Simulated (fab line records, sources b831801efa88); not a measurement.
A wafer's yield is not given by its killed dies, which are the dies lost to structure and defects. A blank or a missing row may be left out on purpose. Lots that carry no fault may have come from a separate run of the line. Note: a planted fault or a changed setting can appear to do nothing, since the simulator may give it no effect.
What tool caused it? + flow gf180mcu + 18 wafers from 6 lots sampled at 4 of the route's 602 steps

WHAT THE GAUGES READ, wafer by wafer
GF_HV_LDD_TW_MEAS_50.
| lot  | measured     | on            | HV_LDD_4_TW |
|------|--------------|---------------|-------------|
| L865 | day 12 12:49 | film metro-02 | 564 565 566 |
| L867 | day 13 07:23 | film metro-01 | 572 577 577 |
| L871 | day 14 13:52 | film metro-01 | 573 573 572 |
| L874 | day 15 16:04 | film metro-02 | 566 568 566 |
| L877 | day 17 04:28 | film metro-02 | 567 569 566 |
| L879 | day 17 09:07 | film metro-01 | 580 578 577 |

EACH LOT AND THE TOOL THAT RAN IT (in order: tool; ch and the chambers of the sampled wafers; start)
| lot  | GF_HV_LDD_STRIP_37                   | GF_HV_LDD_COAT_41                 | GF_HV_LDD_STRIP_49                   |
|------|--------------------------------------|-----------------------------------|--------------------------------------|
| L865 | plasma asher-03 ch 0,1, day 11 17:04 | litho track-02 ch 0, day 12 02:58 | plasma asher-04 ch 0,1, day 12 12:43 |
| L867 | plasma asher-04 ch 0,1, day 12 11:03 | litho track-01 ch 0, day 12 20:01 | plasma asher-04 ch 0,1, day 13 07:16 |
| L871 | plasma asher-04 ch 0,1, day 13 16:35 | litho track-01 ch 0, day 14 03:10 | plasma asher-01 ch 0,1, day 14 13:45 |
| L874 | plasma asher-03 ch 0,1, day 14 17:40 | litho track-02 ch 0, day 15 04:46 | plasma asher-04 ch 0,1, day 15 15:58 |
| L877 | plasma asher-03 ch 0,1, day 16 05:15 | litho track-04 ch 0, day 16 16:15 | plasma asher-03 ch 0,1, day 17 04:22 |
| L879 | plasma asher-01 ch 0,1, day 16 10:10 | litho track-04 ch 0, day 16 21:24 | plasma asher-03 ch 0, day 17 09:01   |
- GF_HV_LDD_STRIP_37: strips in O2/N2.
- GF_HV_LDD_COAT_41: resist thk 1000 nm.
- GF_HV_LDD_STRIP_49: strips in O2/N2.

THE ANSWER, worked out from the rows above alone
Rule: usual is defined by the lots themselves. The widest of any qualifying gaps counts: lots, ordered by their means at a reading, are off when they make up no more than a third of the lots, leave a main group of 4 or more, and stand apart from it by 3 or more times the standard deviation of that group's means. Not used: any main group whose means are identical at the precision the tables above print for the reading. A lot without any number at a reading at which 4 lots or more have one is off too. All remaining lots with rows at the step are treated as sound.
No lot is off on any of the readings shown, so nothing can be concluded from this.

WHAT WAS PUT IN BY THE SIMULATOR
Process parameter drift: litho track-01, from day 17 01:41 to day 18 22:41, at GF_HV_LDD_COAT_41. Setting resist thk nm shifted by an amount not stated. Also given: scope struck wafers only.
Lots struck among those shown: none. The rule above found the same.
